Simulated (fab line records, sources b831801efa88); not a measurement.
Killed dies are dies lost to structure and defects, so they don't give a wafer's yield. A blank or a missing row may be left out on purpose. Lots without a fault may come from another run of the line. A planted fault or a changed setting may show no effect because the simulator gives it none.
Problem report in the 8D (eight disciplines) form, filled by code | flow sky130 | the parts of the form that need people (team, actions taken, sign-off) are left out

1. THE PROBLEM
run_length_s at SKY_VIA3_ETCH_14 reads a mean of 57.9 s on 6 wafers of 2 lots; wafers without a fault read 74.2 s with a standard deviation of 0.43. That is -38 standard deviations from the usual mean.
The step: etches BARC in N2/H2, stops on SiO2, time 45.9 s, target depth 60 nm.
First seen on wafer L568.1, day 43 09:11, on rie_diel-01. The record holds 42 wafers of 14 lots with a number at this step. Rule for "out", or "out of limits": more than 4 standard deviations from the usual mean. The other wafers with a number count as sound.

2. WHAT IT IS AND WHAT IT IS NOT
question                    | is                           | is not
which readings at this step | run_length_s, oes_product_au | -
which lots                  | L568, L569                   | L555, L556, L557, L558, L559, L560, L563, L564, L565, L567, L570, L575
which wafers of those lots  | all that have a number       | -
read on which tools         | rie_diel-01                  | rie_diel-02, rie_diel-03
when                        | from day 43 09:11            | up to then (30 sound wafers); but 6 sound wafers of L570, L575 came after

3. SUSPECTS, AND WHAT RULES EACH OUT
Counting: a tool at a process step up to the reading stays a suspect if it ran every lot that is out and no sound lot after the first of them.
- rie_diel-01 at SKY_VIA3_ETCH_14 (etches BARC in N2/H2, stops on SiO2, time 45.9 s, target depth 60 nm): kept. It ran every lot that is out, first L568 (day 43 09:11), and no sound lot after that; its last sound lot up to then is L567 (day 43 05:35). Its own readings are out on those wafers: oes_product_au, run_length_s.
Left after counting: rie_diel-01 at SKY_VIA3_ETCH_14.

4. THE CAUSE (what the simulator had put in)
Process parameter drift: rie_diel-01, from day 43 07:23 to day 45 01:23, at SKY_VIA3_ETCH_14. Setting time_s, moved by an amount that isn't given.
Counting left only this tool.

5. THE CHAIN OF EFFECTS, in route order
Each row: a reading whose mean over the struck wafers that have a number lies more than 3 standard deviations from the usual. Only readings for which the record gives a usual standard deviation are gone through. hours: the time from each lot's start at the first step in this table that gives one to its start at this step, as a median over the lots. sigmas: the change in usual standard deviations.
hours | step              | reading                  | usual      | on struck wafers | change | sigmas
0     | SKY_VIA3_ETCH_14  | oes_product_au           | 0.855 a.u. | 0.996            | +0.141 | +30
0     | SKY_VIA3_ETCH_14  | run_length_s             | 74.2 s     | 57.9             | -16.4  | -38
0     | SKY_VIA3_ETCH_15  | oes_product_au           | 0.946 a.u. | 0.499            | -0.447 | -97
0     | SKY_VIA3_STRIP_16 | strip_time_to_endpoint_s | 4.143 s    | 4.309            | +0.166 | +6.1
The process steps in it:
- SKY_VIA3_ETCH_14: etches BARC in N2/H2, stops on SiO2, time 45.9 s, target depth 60 nm.
- SKY_VIA3_ETCH_15: etches SiO2 in C4F8/O2/Ar, stops on TiN, target depth 507 nm, time 78 s.
- SKY_VIA3_STRIP_16: strips in O2/N2.

6. WHAT WOULD HAVE CAUGHT IT SOONER
In this record the first reading out of limits was taken at day 43 09:11, 2 hours after the fault began at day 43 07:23.
